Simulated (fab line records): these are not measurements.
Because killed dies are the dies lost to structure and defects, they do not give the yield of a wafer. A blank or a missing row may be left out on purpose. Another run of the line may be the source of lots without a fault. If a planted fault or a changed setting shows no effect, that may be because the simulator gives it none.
The tool behind it: which one?	flow gf180mcu	6 lots, 18 wafers sampled, at 2 steps of a route of 602

## WHAT THE GAUGES SHOWED, per wafer
GF_M2_OVL_MEAS_15.
lot	measured	on	M2_OVL (nm)
L268	day 19 16:25	overlay-01	14 12 17
L271	day 20 21:58	overlay-02	14 9 16
L274	day 22 03:22	overlay-01	7 13 9
L280	day 24 10:01	overlay-02	10 7 8
L286	day 26 03:37	overlay-02	-2 6 3
L289	day 27 00:24	overlay-01	2 -2 -2

## WHICH TOOL RAN EACH LOT (tool, then ch and the chambers of the sampled wafers, then the start)
lot	GF_V1_SPUTTER_22
L268	pvd sputter-04, day 18 14:55
L271	pvd sputter-03, day 19 20:16
L274	pvd sputter-03, day 21 01:47
L280	pvd sputter-04, day 23 10:07
L286	pvd sputter-01, day 25 05:55
L289	pvd sputter-01, day 26 03:14
- GF_V1_SPUTTER_22: material TiN, target thk 10 nm, time 40 s.

## THE ANSWER, worked out from the rows above alone
Rule: the usual values come from the lots themselves. Put in order of their means at a reading, lots are off if they are a third of the lots or fewer, leave a main group of 4 or more, and stand apart from it by a gap of 3 or more times the standard deviation of the main group's means; of several such gaps the widest counts. If all means in a main group match to the digits the tables above print for the reading, that group is not used. A lot without any number at a reading at which 4 lots or more have one is off too. Where the step has rows for the other lots, those lots are counted as sound.
Nothing can be told from this: no lot is off at any reading shown.

## WHAT THE SIMULATOR PUT IN
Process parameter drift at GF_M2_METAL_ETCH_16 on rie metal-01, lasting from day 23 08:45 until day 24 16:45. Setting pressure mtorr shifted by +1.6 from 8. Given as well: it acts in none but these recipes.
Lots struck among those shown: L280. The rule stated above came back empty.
